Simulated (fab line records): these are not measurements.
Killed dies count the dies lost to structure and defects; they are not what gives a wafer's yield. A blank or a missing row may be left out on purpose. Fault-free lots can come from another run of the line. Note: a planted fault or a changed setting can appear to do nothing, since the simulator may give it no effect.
What tool caused it? / flow sky130 / Sampling: 15 lots, 44 wafers, 2 of 708 route steps

== WHAT EACH GAUGE READ, for each wafer ==
No reading from a measuring or inspecting step in the record can be judged against a usual standard deviation.

== TOOL THAT RAN EACH LOT (tool first, then ch and the chambers of the sampled wafers, then the start) ==
lot=L390; SKY_FIELD_ISO_ETCH_17=rie_si-01 ch 0,1,2, day 2 06:31; SKY_PAD_OPEN_PROBE_99=-
lot=L391; SKY_FIELD_ISO_ETCH_17=rie_si-01 ch 1,2,3, day 2 12:10; SKY_PAD_OPEN_PROBE_99=-
lot=L392; SKY_FIELD_ISO_ETCH_17=rie_si-02 ch 0,2, day 2 16:31; SKY_PAD_OPEN_PROBE_99=-
lot=L393; SKY_FIELD_ISO_ETCH_17=rie_si-01 ch 1,2,3, day 2 19:49; SKY_PAD_OPEN_PROBE_99=-
lot=L395; SKY_FIELD_ISO_ETCH_17=rie_si-02 ch 0,1, day 3 06:43; SKY_PAD_OPEN_PROBE_99=-
lot=L396; SKY_FIELD_ISO_ETCH_17=rie_si-02 ch 0,2,3, day 3 12:17; SKY_PAD_OPEN_PROBE_99=-
lot=L397; SKY_FIELD_ISO_ETCH_17=rie_si-02 ch 1,3, day 3 16:34; SKY_PAD_OPEN_PROBE_99=-
lot=L398; SKY_FIELD_ISO_ETCH_17=rie_si-01 ch 0,1,3, day 3 22:16; SKY_PAD_OPEN_PROBE_99=-
lot=L399; SKY_FIELD_ISO_ETCH_17=rie_si-01 ch 0,3, day 4 03:52; SKY_PAD_OPEN_PROBE_99=-
lot=L400; SKY_FIELD_ISO_ETCH_17=rie_si-02 ch 0,1,3, day 4 08:38; SKY_PAD_OPEN_PROBE_99=-
lot=L401; SKY_FIELD_ISO_ETCH_17=rie_si-02 ch 0,1,3, day 4 16:22; SKY_PAD_OPEN_PROBE_99=-
lot=L402; SKY_FIELD_ISO_ETCH_17=rie_si-01 ch 0,1,3, day 4 19:19; SKY_PAD_OPEN_PROBE_99=prober-02, day 48 16:43
lot=L408; SKY_FIELD_ISO_ETCH_17=rie_si-01 ch 0,3, day 6 02:47; SKY_PAD_OPEN_PROBE_99=-
lot=L409; SKY_FIELD_ISO_ETCH_17=rie_si-01 ch 0,1,2, day 6 09:04; SKY_PAD_OPEN_PROBE_99=-
lot=L410; SKY_FIELD_ISO_ETCH_17=rie_si-01 ch 2,3, day 6 12:58; SKY_PAD_OPEN_PROBE_99=-
- SKY_FIELD_ISO_ETCH_17: etches Si in HBr/Cl2/O2, target depth 342 nm, time 97.7 s.
- SKY_PAD_OPEN_PROBE_99

== WHAT THE TOOLS THEMSELVES READ (means of the sampled wafers that have a number; where no wafer has one, the mark that the record gives instead) ==
SKY_FIELD_ISO_ETCH_17. Usual: drypump_motor_current_A 5.6 A, standard deviation 0.67; oes_product_au 1.006 a.u., standard deviation 0.007; run_length_s 126.0 s, standard deviation 0.37; throttle_valve_pct 25.653 %, standard deviation 0.01.
lot=L390; tool=rie_si-01; drypump_motor_current_A (A)=5.4; oes_product_au (a.u.)=1.003; run_length_s (s)=126.1; throttle_valve_pct (%)=25.648; flag=
lot=L391; tool=rie_si-01; drypump_motor_current_A (A)=5.3; oes_product_au (a.u.)=1.011; run_length_s (s)=125.9; throttle_valve_pct (%)=25.638; flag=
lot=L392; tool=rie_si-02; drypump_motor_current_A (A)=5.6; oes_product_au (a.u.)=1.006; run_length_s (s)=125.6; throttle_valve_pct (%)=25.654; flag=
lot=L393; tool=rie_si-01; drypump_motor_current_A (A)=5.3; oes_product_au (a.u.)=1.002; run_length_s (s)=126.0; throttle_valve_pct (%)=25.655; flag=
lot=L395; tool=rie_si-02; drypump_motor_current_A (A)=6.1; oes_product_au (a.u.)=1.003; run_length_s (s)=126.3; throttle_valve_pct (%)=25.654; flag=
lot=L396; tool=rie_si-02; drypump_motor_current_A (A)=5.7; oes_product_au (a.u.)=0.999; run_length_s (s)=126.0; throttle_valve_pct (%)=25.657; flag=
lot=L397; tool=rie_si-02; drypump_motor_current_A (A)=5.7; oes_product_au (a.u.)=1.011; run_length_s (s)=126.3; throttle_valve_pct (%)=25.650; flag=
lot=L398; tool=rie_si-01; drypump_motor_current_A (A)=5.8; oes_product_au (a.u.)=1.001; run_length_s (s)=126.2; throttle_valve_pct (%)=25.652; flag=
lot=L399; tool=rie_si-01; drypump_motor_current_A (A)=6.3; oes_product_au (a.u.)=1.007; run_length_s (s)=125.7; throttle_valve_pct (%)=25.649; flag=
lot=L400; tool=rie_si-02; drypump_motor_current_A (A)=5.9; oes_product_au (a.u.)=1.002; run_length_s (s)=126.2; throttle_valve_pct (%)=25.648; flag=
lot=L401; tool=rie_si-02; drypump_motor_current_A (A)=5.9; oes_product_au (a.u.)=1.003; run_length_s (s)=126.1; throttle_valve_pct (%)=25.649; flag=
lot=L402; tool=rie_si-01; drypump_motor_current_A (A)=5.8; oes_product_au (a.u.)=1.007; run_length_s (s)=126.0; throttle_valve_pct (%)=25.651; flag=
lot=L408; tool=rie_si-01; drypump_motor_current_A (A)=6.3; oes_product_au (a.u.)=1.010; run_length_s (s)=115.4; throttle_valve_pct (%)=25.659; flag=OFF
lot=L409; tool=rie_si-01; drypump_motor_current_A (A)=5.4; oes_product_au (a.u.)=1.003; run_length_s (s)=119.6; throttle_valve_pct (%)=25.651; flag=OFF
lot=L410; tool=rie_si-01; drypump_motor_current_A (A)=5.3; oes_product_au (a.u.)=1.011; run_length_s (s)=122.4; throttle_valve_pct (%)=25.660; flag=OFF

SKY_PAD_OPEN_PROBE_99. Usual: killed_at_M0_to_M3 44, standard deviation 6.8; killed_at_M4_up 3.2, standard deviation 1.7; killed_at_contacts 24, standard deviation 4.9; killed_at_front_end 14, standard deviation 4.1; killed_at_other 0.2, standard deviation 0.51; killed_dies 85, standard deviation 8.7; killed_open 46, standard deviation 6.8; killed_short 39, standard deviation 6.1.
lot=L402 tool=prober-02 killed_at_M0_to_M3=44 killed_at_M4_up=4.0 killed_at_contacts=23 killed_at_front_end=13 killed_at_other=0.7 killed_dies=85 killed_open=50 killed_short=35 flag=

== THE ANSWER, worked out from the rows above alone ==
Rule: a lot is off if the mean of its wafers that have a number lies more than 3 standard deviations from the usual mean. A lot without any number at a reading at which 4 lots or more have one is off too. Where the step has rows for the other lots, those lots are counted as sound. After the gauges, taken in route order, come the tools' own readings; for these a lot's mean is taken, as printed above. At the first step where some lot is off, the reading lying furthest off is the one used; lots without a number count as furthest.
Off, at SKY_FIELD_ISO_ETCH_17 on run_length_s: L408, L409, L410.
A tool fits if, at that step or a process step before it, it ran every lot that is off, and no sound lot after the first of them. One fits: rie_si-01 at SKY_FIELD_ISO_ETCH_17. A fault onset in the window from L402 (day 4 19:19, its last sound lot) to L408 (day 6 02:47, its first lot off) fits.
The tool's own readings at SKY_FIELD_ISO_ETCH_17 bear it out: on the lots that are off they differ by more than 5 times the standard deviation of the sound lots' means. run_length_s reads 119.1 s there against 126.0 s on the sound lots.

== WHAT WAS PUT IN BY THE SIMULATOR ==
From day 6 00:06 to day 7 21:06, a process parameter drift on rie_si-01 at SKY_FIELD_ISO_ETCH_17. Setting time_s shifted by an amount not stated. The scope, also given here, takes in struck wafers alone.
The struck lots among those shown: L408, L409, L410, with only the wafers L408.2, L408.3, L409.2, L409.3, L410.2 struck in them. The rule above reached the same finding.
